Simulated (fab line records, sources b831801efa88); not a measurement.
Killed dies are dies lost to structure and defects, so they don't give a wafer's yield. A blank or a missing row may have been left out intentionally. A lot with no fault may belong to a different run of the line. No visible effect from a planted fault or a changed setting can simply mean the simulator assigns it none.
fab line records    flow sfq_line    part 1 of 2: steps 1 to 25 of 35
[record] lots = 5  wafers = 15  last_day = 100
route steps=325 shown M3@123 I3@133 M4@148
lots with no fault: from the same line, run without faults
start_h: the number of hours between the record's first day and the start of the first shown wafer of the lot    wait_h: how many hours have passed since the lot's step before this one    " unchanged from the row above    L1.1+2: one row covering several wafers at once    - no value, or no start was given    * or withheld: withheld    < > ~ a bound
route shown NAME@n: names a module that has steps shown in the file, with the first one's number in the route    usual: the fault-free wafers' mean and standard deviation    same: alike in all rows    chamber/n: place in a boat    sites: readings site by site    _std_site: how widely they spread, as a standard deviation    _edge_site: mean of outer sites minus mean of inner sites    radius_mm: for every site, how far away it sits from the centre of the wafer    mask NAME#n: copy n    behind: tool/chamber where the wafer was last shaped    hold: cause of the lot's hold/its duration in hours/its outcome    device: the n, p or np transistor that did not switch    end of line: tests run on the same wafers once the route is complete    step lacking rows: just its recipe    killed: dies that structure and defects cost at the first sort, which is not the same as the wafer's yield    map: per-die view of a wafer (x killed, . not killed, _ where there is no die)
set.NAME: the run value of the setting; set.NAME@STEP: its run value at that earlier step    model.NAME: the simulator's own value behind a step, which no gauge read
lots at some steps of the route; a table a step, a row a wafer
services: the hour from which a tool's chamber was out of use, counted from the record's first day as start_h (under 0 if before that day), plus the number of hours and why
[[steps]]
[step SFQ_TRILAYER_M3_LITHO_COAT_075]
[recipe] resist = KrF  spin_rpm = 3000  resist_thk_nm = 600
[usual] chill_plate_temp_C = 22.99/0.1
lot.wafer  tool            chamber  start_h  wait_h  chill_plate_temp_C
L082.3     litho_track-03  0        1148.77  0.2     23.05
L082.5     "               0        "        "       23.00
L082.6     "               0        "        "       22.94
L087.2     litho_track-02  0        1194.44  0.2     22.86
L087.3     "               0        "        "       22.79
L087.4     "               0        "        "       22.96
L090.2     litho_track-03  0        1212.44  0.2     22.89
L090.3     "               0        "        "       23.14
L090.4     "               0        "        "       23.03
L092.1     litho_track-04  0        1230.39  0.2     22.95
L092.2     "               0        "        "       22.90
L092.4     "               0        "        "       22.91
L093.1     litho_track-02  0        1232.79  0.2     22.89
L093.2     "               0        "        "       22.81
L093.5     "               0        "        "       22.79
[step SFQ_TRILAYER_M3_LITHO_SOFTBAKE_079]
[recipe] temp_c = withheld  time_s = withheld  resist = KrF
[usual] chill_plate_temp_C = *
lot.wafer  tool            chamber  start_h  wait_h  chill_plate_temp_C
L082.3     litho_track-03  0        1149.02  0.2     *
L082.5     "               0        "        "       *
L082.6     "               0        "        "       *
L087.2     litho_track-02  0        1194.72  0.2     *
L087.3     "               0        "        "       *
L087.4     "               0        "        "       *
L090.2     litho_track-03  0        1212.72  0.2     *
L090.3     "               0        "        "       *
L090.4     "               0        "        "       *
L092.1     litho_track-04  0        1230.69  0.2     *
L092.2     "               0        "        "       *
L092.4     "               0        "        "       *
L093.1     litho_track-02  0        1233.09  0.2     *
L093.2     "               0        "        "       *
L093.5     "               0        "        "       *
[step SFQ_TRILAYER_M3_LITHO_EXPOSE_076]
[recipe] mask_id = M3  na = 0.6  source_shape = conventional  sigma_outer = 0.65  target_cd_nm = 500  dose_mj = 14.4
lot.wafer   tool            chamber  start_h  wait_h  mask
L082.3+5+6  krf_scanner-01  0        1149.71  -       M3#0
L087.2+3+4  krf_scanner-01  0        1195.29  -       M3#0
L090.2+3+4  krf_scanner-01  0        1214.45  -       M3#0
L092.1+2+4  krf_scanner-01  0        1230.84  -       M3#0
L093.1+2+5  krf_scanner-01  0        1233.24  -       M3#0
[step SFQ_TRILAYER_M3_LITHO_PEB_078]
[recipe] peb_temp_c = 115  peb_time_s = 60  resist = KrF
[usual] chill_plate_temp_C = 23.02/0.1
[same] peb_time_s = 60
lot.wafer  tool            chamber  start_h  wait_h  chill_plate_temp_C
L082.3     litho_track-03  0        1150.56  0.7     23.07
L082.5     "               0        "        "       22.98
L082.6     "               0        "        "       23.07
L087.2     litho_track-04  0        1196.32  0.8     23.08
L087.3     "               0        "        "       22.98
L087.4     "               0        "        "       22.93
L090.2     litho_track-03  0        1215.48  0.8     23.04
L090.3     "               0        "        "       22.87
L090.4     "               0        "        "       23.07
L092.1     litho_track-04  0        1232.04  1.0     23.12
L092.2     "               0        "        "       22.96
L092.4     "               0        "        "       22.91
L093.1     litho_track-03  0        1234.44  1.0     23.00
L093.2     "               0        "        "       22.96
L093.5     "               0        "        "       22.92
[step SFQ_TRILAYER_M3_LITHO_DEVELOP_077]
[recipe] time_s = 60  resist = KrF
[usual] chill_plate_temp_C = 23.01/0.098
[same] time_s = 60
lot.wafer  tool            chamber  start_h  wait_h  chill_plate_temp_C
L082.3     litho_track-03  0        1150.71  0.1     23.01
L082.5     "               0        "        "       23.00
L082.6     "               0        "        "       23.01
L087.2     litho_track-04  0        1196.47  0.1     23.19
L087.3     "               0        "        "       23.03
L087.4     "               0        "        "       23.04
L090.2     litho_track-03  0        1215.63  0.1     23.09
L090.3     "               0        "        "       23.02
L090.4     "               0        "        "       23.02
L092.1     litho_track-04  0        1232.19  0.1     23.01
L092.2     "               0        "        "       23.02
L092.4     "               0        "        "       22.96
L093.1     litho_track-03  0        1234.59  0.1     22.98
L093.2     "               0        "        "       22.85
L093.5     "               0        "        "       23.02
[step SFQ_M3_OVL_MEAS_921]
[usual] M3_OVL = 1/5.9
lot.wafer  tool        chamber  start_h  wait_h  M3_OVL[nm]
L082.3     overlay-02  -        1150.82  0.1     -1
L082.5     "           -        "        "       4
L082.6     "           -        "        "       10
L087.2     overlay-01  -        1196.60  0.1     0
L087.3     "           -        "        "       8
L087.4     "           -        "        "       -2
L090.2     overlay-02  -        1215.76  0.1     -8
L090.3     "           -        "        "       -9
L090.4     "           -        "        "       -2
L092.1     overlay-02  -        1232.34  0.1     5
L092.2     "           -        "        "       5
L092.4     "           -        "        "       6
L093.1     overlay-01  -        1234.74  0.1     8
L093.2     "           -        "        "       14
L093.5     "           -        "        "       10
[step SFQ_TRILAYER_M3_BARC_OPEN_METAL_ETCH_100]
[recipe] mask_material = PR  chemistry = O2  target_depth_nm = 125  target = BARC  icp_w = 600  bias_w = 80  pressure_mtorr = 10  time_s = 41.7
[usual] drypump_motor_current_A = 5.9/0.45  oes_product_au = 0.685/0.0046
[same] time_s = 41.7
lot.wafer  tool          chamber  start_h  wait_h  drypump_motor_current_A  oes_product_au  rf_hours_counter_h
L082.3     rie_metal-02  1        1150.86  0.0     6.3                      0.682           -
L082.5     "             0        "        "       5.6                      0.677           -
L082.6     "             1        "        "       6.4                      0.685           -
L087.2     rie_metal-03  0        1196.63  0.0     6.0                      0.674           102
L087.3     "             1        "        "       5.2                      0.682           -
L087.4     "             0        "        "       6.0                      0.678           -
L090.2     rie_metal-03  1        1215.81  0.0     5.3                      0.686           -
L090.3     "             1        "        "       5.3                      0.693           -
L090.4     "             1        "        "       5.3                      0.687           -
L092.1     rie_metal-04  1        1232.38  0.0     6.1                      0.691           111
L092.2     "             0        "        "       6.7                      0.695           84
L092.4     "             0        "        "       6.7                      0.695           -
L093.1     rie_metal-03  1        1234.78  0.0     5.3                      0.683           23
L093.2     "             0        "        "       6.0                      0.689           1
L093.5     "             1        "        "       5.3                      0.688           -
[step SFQ_TRILAYER_M3_ETCH_METAL_ETCH_078]
[recipe] target = Nb  stop_on = SiO2  mask_material = PR  chemistry = Cl2/Ar  target_depth_nm = 240  icp_w = 600  bias_w = 80  pressure_mtorr = 10  time_s = 120
[usual] drypump_motor_current_A = 5.9/0.45  oes_product_au = 0.895/0.007
[same] time_s = 120
lot.wafer  tool          chamber  start_h  wait_h  drypump_motor_current_A  oes_product_au  rf_hours_counter_h
L082.3     rie_metal-02  1        1150.94  0.1     6.3                      0.885           -
L082.5     "             0        "        "       5.6                      0.893           -
L082.6     "             1        "        "       6.4                      0.903           -
L087.2     rie_metal-03  0        1196.69  0.0     6.0                      0.901           102
L087.3     "             1        "        "       5.3                      0.905           -
L087.4     "             0        "        "       6.0                      0.903           -
L090.2     rie_metal-03  1        1215.95  0.1     5.2                      0.906           -
L090.3     "             1        "        "       5.2                      0.901           -
L090.4     "             1        "        "       5.3                      0.905           -
L092.1     rie_metal-04  1        1232.44  0.0     6.1                      0.896           111
L092.2     "             0        "        "       6.7                      0.888           84
L092.4     "             0        "        "       6.7                      0.885           -
L093.1     rie_metal-03  1        1234.84  0.0     5.2                      0.897           23
L093.2     "             0        "        "       6.0                      0.902           1
L093.5     "             1        "        "       5.3                      0.895           -
[step SFQ_TRILAYER_M3_STRIP_STRIP_079]
[recipe] gas = O2  power_w = 200  platen_temp_c = 40  overash_fraction = 0.65  chemistry = O2  pressure_mtorr = 50
[usual] drypump_motor_current_A = 5.9/0.45  oes_product_au = 0.999/0.011
lot.wafer  tool          chamber  start_h  wait_h  drypump_motor_current_A  oes_product_au  rf_hours_counter_h
L082.3     rie_metal-02  1        1151.23  0.2     6.4                      0.999           -
L082.5     "             0        "        "       5.6                      1.013           -
L082.6     "             1        "        "       6.4                      1.008           -
L087.2     rie_metal-03  0        1196.81  0.1     6.0                      1.003           102
L087.3     "             1        "        "       5.3                      0.986           -
L087.4     "             0        "        "       6.0                      1.002           -
L090.2     rie_metal-03  1        1216.36  0.4     5.3                      0.996           -
L090.3     "             1        "        "       5.3                      0.985           -
L090.4     "             1        "        "       5.3                      0.979           -
L092.1     rie_metal-04  1        1232.57  0.1     6.1                      1.014           111
L092.2     "             0        "        "       6.7                      0.999           84
L092.4     "             0        "        "       6.7                      1.009           -
L093.1     rie_metal-03  1        1234.97  0.1     5.3                      0.990           23
L093.2     "             0        "        "       6.0                      0.999           1
L093.5     "             1        "        "       5.3                      0.991           -
[step SFQ_TRILAYER_M3_STRIP_SOLV_CLEAN_080]
[recipe] chemistry = NMP  temp_c = 70  time_s = 600
[same] time_s = 600
lot.wafer   tool          chamber  start_h  wait_h
L082.3+5+6  wet_bench-02  3,5,0    1151.63  0.2
L087.2+3+4  wet_bench-03  4,7,6    1197.41  0.4
L090.2+3+4  wet_bench-03  6,7,5    1217.36  0.8
L092.1+2+4  wet_bench-03  7,5,0    1233.17  0.4
L093.1+2+5  wet_bench-02  2,1,4    1235.57  0.4
[step SFQ_TRILAYER_I3_DEP_PECVD_081]
[recipe] material = SiO2  temp_c = 150  time_s = 111.11  pressure_torr = 2.4  rf_w = 183.3  precursor = SiH4/N2O  target_thk_nm = 500
[usual] heater_power_w = 83/14  susceptor_temp_C = 150.01/0.15  throttle_valve_pct = 24.4/1.3
[same] time_s = 111.11
lot.wafer  tool      chamber  start_h  wait_h  heater_power_w  susceptor_temp_C  throttle_valve_pct
L082.3     pecvd-01  0        1151.80  0.0     95              149.88            26.1
L082.5     "         2        "        "       83              150.13            25.6
L082.6     "         1        "        "       89              150.06            25.4
L087.2     pecvd-01  2        1197.60  0.0     86              149.71            25.6
L087.3     "         1        "        "       92              150.01            25.8
L087.4     "         0        "        "       99              150.12            26.2
L090.2     pecvd-01  2        1217.53  0.0     80              149.98            25.6
L090.3     "         0        "        "       104             150.05            26.4
L090.4     "         1        "        "       74              149.95            25.6
L092.1     pecvd-04  1        1233.34  0.0     59              149.93            23.7
L092.2     "         0        "        "       102             150.07            23.1
L092.4     "         1        "        "       63              150.06            23.5
L093.1     pecvd-02  2        1235.74  0.0     102             149.97            23.9
L093.2     "         1        "        "       54              150.35            23.2
L093.5     "         1        "        "       60              150.21            23.4
[step SFQ_TRILAYER_I3_CMP_CMP_082]
[recipe] material = SiO2  down_force_psi = 3  platen_rpm = 60  pad_velocity_m_s = 0.94248
[usual] motor_current_A = 10.5/0.72  time_to_endpoint_s = 215/8.2
lot.wafer  tool    chamber  start_h  wait_h  motor_current_A  time_to_endpoint_s
L082.3     cmp-01  3        1152.38  0.5     10.4             204
L082.6     "       2        1153.88  2.0     9.6              210
L082.5     "       3        "        "       10.3             200
L087.2     cmp-01  1        1202.31  4.7     11.1             201
L087.3     "       2        "        "       9.6              204
L087.4     "       3        "        "       10.2             212
L090.3     cmp-01  0        1220.31  2.7     10.0             218
L090.2     "       1        "        "       11.1             213
L090.4     "       3        1221.81  4.2     9.9              209
L092.2     cmp-01  0        1233.92  0.5     9.8              217
L092.1     "       1        "        "       11.0             212
L092.4     "       2        "        "       9.0              210
L093.2     cmp-01  2        1236.42  0.6     9.2              213
L093.1     "       3        "        "       10.0             201
L093.5     "       3        1238.92  3.1     10.3             202
[step SFQ_I3_BOW_MEAS_922]
[recipe] mode = bow
[usual] I3_BOW = 3/9.3
lot.wafer  tool           chamber  start_h  wait_h  I3_BOW[um]
L082.3     film_metro-04  -        1154.92  2.0     19
L082.5     "              -        "        "       -10
L082.6     "              -        "        "       6
L087.2     film_metro-04  -        1205.33  2.5     14
L087.3     "              -        "        "       4
L087.4     "              -        "        "       -5
L090.2     film_metro-02  -        1223.33  2.0     11
L090.3     "              -        "        "       -3
L090.4     "              -        "        "       -4
L092.1     film_metro-02  -        1236.42  1.5     -4
L092.2     "              -        "        "       3
L092.4     "              -        "        "       9
L093.1     film_metro-04  -        1239.42  2.0     11
L093.2     "              -        "        "       11
L093.5     "              -        "        "       -3
[step SFQ_TRILAYER_I3_METRO_MEASURE_083]
[usual] thk_nm = 199.9/1.1
lot.wafer  tool           chamber  start_h  wait_h  thk_nm
L082.3     film_metro-04  -        1155.40  0.5     198.0
L082.5     "              -        "        "       198.6
L082.6     "              -        "        "       198.4
L087.2     film_metro-04  -        1205.63  0.3     199.4
L087.3     "              -        "        "       199.3
L087.4     "              -        "        "       198.4
L090.2     film_metro-02  -        1223.63  0.3     200.6
L090.3     "              -        "        "       200.8
L090.4     "              -        "        "       198.6
L092.1     film_metro-02  -        1236.54  0.1     199.3
L092.2     "              -        "        "       199.4
L092.4     "              -        "        "       198.7
L093.1     film_metro-04  -        1239.54  0.1     200.2
L093.2     "              -        "        "       201.9
L093.5     "              -        "        "       199.8
[step SFQ_TRILAYER_I3_VIA_LITHO_COAT_090]
[recipe] resist = BARC  spin_rpm = 3000  resist_thk_nm = 62
[usual] chill_plate_temp_C = 23.00/0.1
lot.wafer  tool            chamber  start_h  wait_h  chill_plate_temp_C
L082.3     litho_track-03  0        1156.30  0.7     22.98
L082.5     "               0        "        "       22.93
L082.6     "               0        "        "       23.06
L087.2     litho_track-03  0        1206.68  0.8     22.97
L087.3     "               0        "        "       22.89
L087.4     "               0        "        "       23.11
L090.2     litho_track-03  0        1224.68  0.8     23.07
L090.3     "               0        "        "       22.98
L090.4     "               0        "        "       23.03
L092.1     litho_track-04  0        1237.74  1.0     23.08
L092.2     "               0        "        "       22.79
L092.4     "               0        "        "       23.04
L093.1     litho_track-03  0        1240.74  1.0     22.95
L093.2     "               0        "        "       23.12
L093.5     "               0        "        "       23.07
[step SFQ_TRILAYER_I3_VIA_LITHO_COAT_085]
[recipe] resist = KrF  spin_rpm = 3000  resist_thk_nm = 650
[usual] chill_plate_temp_C = 23.00/0.11
lot.wafer  tool            chamber  start_h  wait_h  chill_plate_temp_C
L082.3     litho_track-03  0        1156.60  0.2     23.02
L082.5     "               0        "        "       22.96
L082.6     "               0        "        "       22.90
L087.2     litho_track-03  0        1206.98  0.2     23.06
L087.3     "               0        "        "       23.00
L087.4     "               0        "        "       23.08
L090.2     litho_track-03  0        1224.98  0.2     22.98
L090.3     "               0        "        "       22.82
L090.4     "               0        "        "       23.03
L092.1     litho_track-04  0        1238.04  0.2     23.03
L092.2     "               0        "        "       23.13
L092.4     "               0        "        "       23.01
L093.1     litho_track-03  0        1241.04  0.2     23.05
L093.2     "               0        "        "       22.86
L093.5     "               0        "        "       22.96
[step SFQ_TRILAYER_I3_VIA_LITHO_SOFTBAKE_089]
[recipe] temp_c = withheld  time_s = withheld  resist = KrF
[usual] chill_plate_temp_C = *
lot.wafer  tool            chamber  start_h  wait_h  chill_plate_temp_C
L082.3     litho_track-03  0        1156.85  0.2     *
L082.5     "               0        "        "       *
L082.6     "               0        "        "       *
L087.2     litho_track-03  0        1207.25  0.2     *
L087.3     "               0        "        "       *
L087.4     "               0        "        "       *
L090.2     litho_track-03  0        1225.25  0.2     *
L090.3     "               0        "        "       *
L090.4     "               0        "        "       *
L092.1     litho_track-04  0        1238.34  0.2     *
L092.2     "               0        "        "       *
L092.4     "               0        "        "       *
L093.1     litho_track-03  0        1241.34  0.2     *
L093.2     "               0        "        "       *
L093.5     "               0        "        "       *
[step SFQ_TRILAYER_I3_VIA_LITHO_EXPOSE_086]
[recipe] mask_id = I3  na = 0.6  source_shape = conventional  sigma_outer = 0.65  target_cd_nm = 500  dose_mj = 21.3
lot.wafer   tool            chamber  start_h  wait_h  mask
L082.3+5+6  krf_scanner-02  0        1301.18  -       I3#0
L087.2+3+4  krf_scanner-02  0        1344.18  -       I3#0
L090.2+3+4  krf_scanner-02  0        1366.98  -       I3#0
L092.1+2+4  krf_scanner-02  0        1377.58  -       I3#0
L093.1+2+5  krf_scanner-02  0        1379.98  -       I3#0
[step SFQ_TRILAYER_I3_VIA_LITHO_PEB_088]
[recipe] peb_temp_c = 115  peb_time_s = 60  resist = KrF
[usual] chill_plate_temp_C = 22.98/0.098
[same] peb_time_s = 60
lot.wafer  tool            chamber  start_h  wait_h  chill_plate_temp_C
L082.3     litho_track-01  0        1302.03  0.7     23.19
L082.5     "               0        "        "       23.03
L082.6     "               0        "        "       23.10
L087.2     litho_track-04  0        1345.20  0.8     23.08
L087.3     "               0        "        "       22.94
L087.4     "               0        "        "       23.01
L090.2     litho_track-01  0        1368.00  0.8     23.16
L090.3     "               0        "        "       23.09
L090.4     "               0        "        "       22.88
L092.1     litho_track-03  0        1378.78  1.0     23.01
L092.2     "               0        "        "       23.04
L092.4     "               0        "        "       22.91
L093.1     litho_track-01  0        1381.18  1.0     23.05
L093.2     "               0        "        "       22.98
L093.5     "               0        "        "       23.15
[step SFQ_TRILAYER_I3_VIA_LITHO_DEVELOP_087]
[recipe] time_s = 60  resist = KrF
[usual] chill_plate_temp_C = 23.01/0.12
[same] time_s = 60
lot.wafer  tool            chamber  start_h  wait_h  chill_plate_temp_C
L082.3     litho_track-01  0        1302.18  0.1     22.85
L082.5     "               0        "        "       22.91
L082.6     "               0        "        "       23.07
L087.2     litho_track-04  0        1345.35  0.1     23.05
L087.3     "               0        "        "       23.14
L087.4     "               0        "        "       23.16
L090.2     litho_track-01  0        1368.15  0.1     23.10
L090.3     "               0        "        "       23.02
L090.4     "               0        "        "       23.07
L092.1     litho_track-03  0        1378.93  0.1     23.10
L092.2     "               0        "        "       23.15
L092.4     "               0        "        "       23.00
L093.1     litho_track-01  0        1381.33  0.1     22.99
L093.2     "               0        "        "       23.19
L093.5     "               0        "        "       22.93
[step SFQ_I3_OVL_MEAS_923]
[usual] I3_OVL = -1/5.5
lot.wafer  tool        chamber  start_h  wait_h  I3_OVL[nm]
L082.3     overlay-01  -        1302.29  0.1     -4
L082.5     "           -        "        "       2
L082.6     "           -        "        "       -3
L087.2     overlay-02  -        1345.48  0.1     3
L087.3     "           -        "        "       0
L087.4     "           -        "        "       5
L090.2     overlay-01  -        1368.28  0.1     1
L090.3     "           -        "        "       5
L090.4     "           -        "        "       10
L092.1     overlay-01  -        1379.08  0.1     3
L092.2     "           -        "        "       9
L092.4     "           -        "        "       4
L093.1     overlay-01  -        1381.48  0.1     0
L093.2     "           -        "        "       0
L093.5     "           -        "        "       1
[step SFQ_TRILAYER_I3_VIA_BARC_OPEN_VIA_ETCH_121]
[recipe] mask_material = PR  chemistry = O2  target_depth_nm = 125  target = BARC  source_w = 500  bias_w = 80  pressure_mtorr = 30  time_s = 41.7
[usual] drypump_motor_current_A = 5.8/0.44  oes_product_au = 0.685/0.0048
[same] time_s = 41.7
lot.wafer  tool         chamber  start_h  wait_h  drypump_motor_current_A  oes_product_au  rf_hours_counter_h
L082.3     rie_diel-03  3        1302.31  0.0     5.1                      0.680           7
L082.5     "            2        "        "       5.5                      0.688           -
L082.6     "            1        "        "       6.5                      0.681           -
L087.2     rie_diel-04  2        1345.51  0.0     5.6                      0.690           17
L087.3     "            3        "        "       5.7                      0.685           8
L087.4     "            1        "        "       6.0                      0.682           9
L090.2     rie_diel-03  3        1368.31  0.0     5.1                      0.685           8
L090.3     "            2        "        "       5.5                      0.691           9
L090.4     "            2        "        "       5.4                      0.683           -
L092.1     rie_diel-03  2        1379.11  0.0     5.5                      0.686           10
L092.2     "            0        "        "       5.4                      0.696           4
L092.4     "            0        "        "       5.5                      0.671           -
L093.1     rie_diel-04  3        1381.51  0.0     5.7                      0.687           9
L093.2     "            2        "        "       5.6                      0.682           18
L093.5     "            1        "        "       6.0                      0.682           -
[step SFQ_TRILAYER_I3_VIA_ETCH_VIA_ETCH_088]
[recipe] target = SiO2  stop_on = Nb  mask_material = PR  taper_deg = 20  chemistry = CHF3  target_depth_nm = 260  source_w = 500  bias_w = 80  pressure_mtorr = 30  time_s = withheld
[usual] drypump_motor_current_A = 5.8/0.44  oes_product_au = 0.854/0.0056
lot.wafer  tool         chamber  start_h  wait_h  drypump_motor_current_A  oes_product_au
L082.3     rie_diel-03  3        1302.35  0.0     5.1                      0.852
L082.5     "            2        "        "       5.5                      0.853
L082.6     "            1        "        "       6.5                      0.851
L087.2     rie_diel-04  2        1345.55  0.0     5.6                      0.855
L087.3     "            3        "        "       5.7                      0.858
L087.4     "            1        "        "       6.0                      0.847
L090.2     rie_diel-03  3        1368.35  0.0     5.1                      0.856
L090.3     "            2        "        "       5.5                      0.853
L090.4     "            2        "        "       5.4                      0.848
L092.1     rie_diel-03  2        1379.15  0.0     5.4                      0.843
L092.2     "            0        "        "       5.4                      0.858
L092.4     "            0        "        "       5.4                      0.842
L093.1     rie_diel-04  3        1381.55  0.0     5.7                      0.852
L093.2     "            2        "        "       5.6                      0.855
L093.5     "            1        "        "       6.0                      0.859
[step SFQ_TRILAYER_I3_VIA_STRIP_STRIP_089]
[recipe] gas = O2  power_w = 200  platen_temp_c = 40  overash_fraction = 0.65  chemistry = O2  pressure_mtorr = 50
[usual] drypump_motor_current_A = 6.0/0.41  oes_product_au = 1.004/0.0077
lot.wafer  tool          chamber  start_h  wait_h  drypump_motor_current_A  oes_product_au  rf_hours_counter_h
L082.3     rie_metal-04  1        1302.66  -       6.1                      0.996           -
L082.5     "             1        "        "       6.1                      0.998           -
L082.6     "             0        "        "       6.7                      1.000           -
L087.2     rie_metal-04  0        1345.86  -       6.7                      0.998           -
L087.3     "             0        "        "       6.7                      0.995           -
L087.4     "             0        "        "       6.7                      0.993           -
L090.2     rie_metal-01  0        1368.46  -       5.9                      1.013           11
L090.3     "             1        "        "       5.5                      1.001           -
L090.4     "             0        "        "       5.8                      1.008           -
L092.1     rie_metal-04  0        1379.26  -       6.7                      0.999           106
L092.2     "             1        "        "       6.1                      1.013           4
L092.4     "             1        "        "       6.1                      1.015           -
L093.1     rie_metal-01  0        1381.66  -       5.8                      1.007           13
L093.2     "             1        "        "       5.5                      1.002           100
L093.5     "             0        "        "       5.8                      1.007           -
[step SFQ_TRILAYER_I3_VIA_STRIP_SOLV_CLEAN_090]
[recipe] chemistry = NMP  temp_c = 70  time_s = 600
[same] time_s = 600
lot.wafer   tool          chamber  start_h  wait_h
L082.3+5+6  wet_bench-02  6,7,0    1303.06  0.2
L087.2+3+4  wet_bench-04  1,0,2    1346.86  0.8
L090.2+3+4  wet_bench-04  7,3,4    1369.06  0.4
L092.1+2+4  wet_bench-03  4,5,0    1379.86  0.4
L093.1+2+5  wet_bench-04  6,5,2    1382.26  0.4
